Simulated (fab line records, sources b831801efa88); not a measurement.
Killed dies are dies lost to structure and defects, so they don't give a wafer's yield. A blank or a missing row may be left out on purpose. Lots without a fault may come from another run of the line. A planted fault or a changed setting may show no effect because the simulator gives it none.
Which tool did it? | flow sky130 | 11 lots, 33 wafers sampled, at 3 steps of a route of 708

WHAT THE GAUGES READ, wafer by wafer
SKY_METAL1_RS_MEAS_05: measures by four-point-probe. Usual: METAL1_ALCU_RS 0.1266 ohm/sq, standard deviation 0.0016.
lot  | measured     | on            | METAL1_ALCU_RS (ohm/sq) | flag
L181 | day 33 08:25 | film_metro-04 | 0.1235 0.1248 0.1260    |
L185 | day 34 06:05 | film_metro-04 | 0.1225 0.1247 0.1230    |
L186 | day 34 18:25 | film_metro-02 | 0.1279 0.1271 0.1276    |
L187 | day 35 00:07 | film_metro-02 | 0.1281 0.1253 0.1233    |
L188 | day 35 05:38 | film_metro-02 | 0.1269 0.1253 0.1239    |
L189 | day 35 10:37 | film_metro-02 | 0.1286 0.1280 0.1258    |
L190 | day 35 13:01 | film_metro-04 | 0.1261 0.1279 0.1270    |
L195 | day 37 02:11 | film_metro-02 | 0.1271 0.1265 0.1275    |
L198 | day 38 00:31 | film_metro-03 | 0.1278 0.1293 0.1276    |
L200 | day 38 19:53 | film_metro-03 | 0.1278 0.1247 0.1267    |
L201 | day 38 22:36 | film_metro-04 | 0.1252 0.1273 0.1250    |

WHICH TOOL RAN EACH LOT (tool, then ch and the chambers of the sampled wafers, then the start)
lot  | SKY_CONTACT_ETCH_18                | SKY_CONTACT_STRIP_19
L181 | rie_diel-04 ch 0,3, day 33 06:00   | plasma_asher-03 ch 0,1, day 33 06:55
L185 | rie_diel-01 ch 0,2,3, day 34 04:00 | plasma_asher-02 ch 0,1, day 34 04:42
L186 | rie_diel-01 ch 0,3, day 34 16:00   | plasma_asher-01 ch 0,1, day 34 17:01
L187 | rie_diel-01 ch 0,3, day 34 22:00   | plasma_asher-03 ch 0,1, day 34 22:34
L188 | rie_diel-01 ch 0,1,3, day 35 04:00 | plasma_asher-02 ch 0,1, day 35 04:07
L189 | rie_diel-01 ch 0,1,2, day 35 09:00 | plasma_asher-02 ch 0,1, day 35 09:07
L190 | rie_diel-03 ch 0,1,3, day 35 11:00 | plasma_asher-03 ch 0,1, day 35 11:19
L195 | rie_diel-03 ch 1,2,3, day 37 00:00 | plasma_asher-02 ch 0,1, day 37 00:28
L198 | rie_diel-03 ch 1,2, day 37 23:00   | plasma_asher-01 ch 0,1, day 37 23:06
L200 | rie_diel-04 ch 0,1,3, day 38 18:00 | plasma_asher-02 ch 0,1, day 38 18:29
L201 | rie_diel-01 ch 0,2, day 38 21:00   | plasma_asher-02 ch 0,1, day 38 21:13
- SKY_CONTACT_ETCH_18: etches Si3N4 in CHF3/O2, stops on TiN, time 39 s, target depth 75 nm.
- SKY_CONTACT_STRIP_19: strips in O2/N2.

WHAT THE TOOLS THEMSELVES READ (means of the sampled wafers that have a number; where no wafer has one, the mark that the record gives instead)
SKY_CONTACT_ETCH_18. Usual: O2_flow_sccm 4.996 sccm, standard deviation 0.014; bias_w 200.0 W, standard deviation 0.58; drypump_motor_current_A 5.7 A, standard deviation 0.37; oes_product_au 0.854 a.u., standard deviation 0.0077; throttle_valve_pct 8.793 %, standard deviation 0.0092.
lot  | tool        | O2_flow_sccm (sccm) | bias_w (W) | drypump_motor_current_A (A) | oes_product_au (a.u.) | throttle_valve_pct (%) | flag
L181 | rie_diel-04 | 4.988               | 200.0      | 5.8                         | 0.858                 | 8.789                  |
L185 | rie_diel-01 | 5.004               | 200.3      | 5.9                         | 0.862                 | 8.796                  |
L186 | rie_diel-01 | 4.994               | 200.1      | 6.1                         | 0.850                 | 8.785                  |
L187 | rie_diel-01 | 4.998               | 200.1      | 5.9                         | 0.843                 | 8.792                  |
L188 | rie_diel-01 | 4.992               | 249.3      | 5.9                         | 0.854                 | 8.794                  | OFF
L189 | rie_diel-01 | 4.990               | 249.0      | 6.0                         | 0.853                 | 8.784                  | OFF
L190 | rie_diel-03 | 4.991               | 199.8      | 5.4                         | 0.853                 | 8.801                  |
L195 | rie_diel-03 | 4.997               | 200.4      | 5.4                         | 0.856                 | 8.794                  |
L198 | rie_diel-03 | 5.001               | 199.8      | 5.2                         | 0.851                 | 8.788                  |
L200 | rie_diel-04 | 5.004               | 199.9      | 5.6                         | 0.853                 | 8.792                  |
L201 | rie_diel-01 | 4.988               | 199.3      | 6.1                         | 0.859                 | 8.788                  |

SKY_CONTACT_STRIP_19. Usual: drypump_motor_current_A 5.5 A, standard deviation 0.61; oes_product_au 0.380 a.u., standard deviation 0.005; strip_time_to_endpoint_s 3.60 s, standard deviation 0.048.
lot  | tool            | drypump_motor_current_A (A) | oes_product_au (a.u.) | strip_time_to_endpoint_s (s) | flag
L181 | plasma_asher-03 | 5.4                         | 0.380                 | 3.64                         |
L185 | plasma_asher-02 | 5.2                         | 0.379                 | 3.61                         |
L186 | plasma_asher-01 | 6.1                         | 0.375                 | 3.60                         |
L187 | plasma_asher-03 | 5.8                         | 0.383                 | 3.57                         |
L188 | plasma_asher-02 | 5.2                         | 0.382                 | 3.53                         |
L189 | plasma_asher-02 | 5.1                         | 0.382                 | 3.53                         |
L190 | plasma_asher-03 | 5.4                         | 0.382                 | 3.61                         |
L195 | plasma_asher-02 | 5.1                         | 0.379                 | 3.56                         |
L198 | plasma_asher-01 | 5.9                         | 0.382                 | 3.64                         |
L200 | plasma_asher-02 | 5.1                         | 0.378                 | 3.59                         |
L201 | plasma_asher-02 | 5.1                         | 0.381                 | 3.61                         |

THE ANSWER, worked out from the rows above alone
Rule: a lot is off if the mean of its wafers that have a number lies more than 3 standard deviations from the usual mean. A lot without any number at a reading at which 4 lots or more have one is off too. The other lots that the step has rows for count as sound. The gauges are gone through in route order, then the tools' own readings, and for those a lot's mean is taken as printed above. The first step at which some lot is off is used, and at that step the reading that is off furthest; a lot without a number counts as furthest.
Off: L188, L189, at SKY_CONTACT_ETCH_18 (bias_w).
A tool fits if, at that step or a process step before it, it ran every lot that is off, and no sound lot after the first of them. None of those tried fits.

WHAT THE SIMULATOR HAD PUT IN
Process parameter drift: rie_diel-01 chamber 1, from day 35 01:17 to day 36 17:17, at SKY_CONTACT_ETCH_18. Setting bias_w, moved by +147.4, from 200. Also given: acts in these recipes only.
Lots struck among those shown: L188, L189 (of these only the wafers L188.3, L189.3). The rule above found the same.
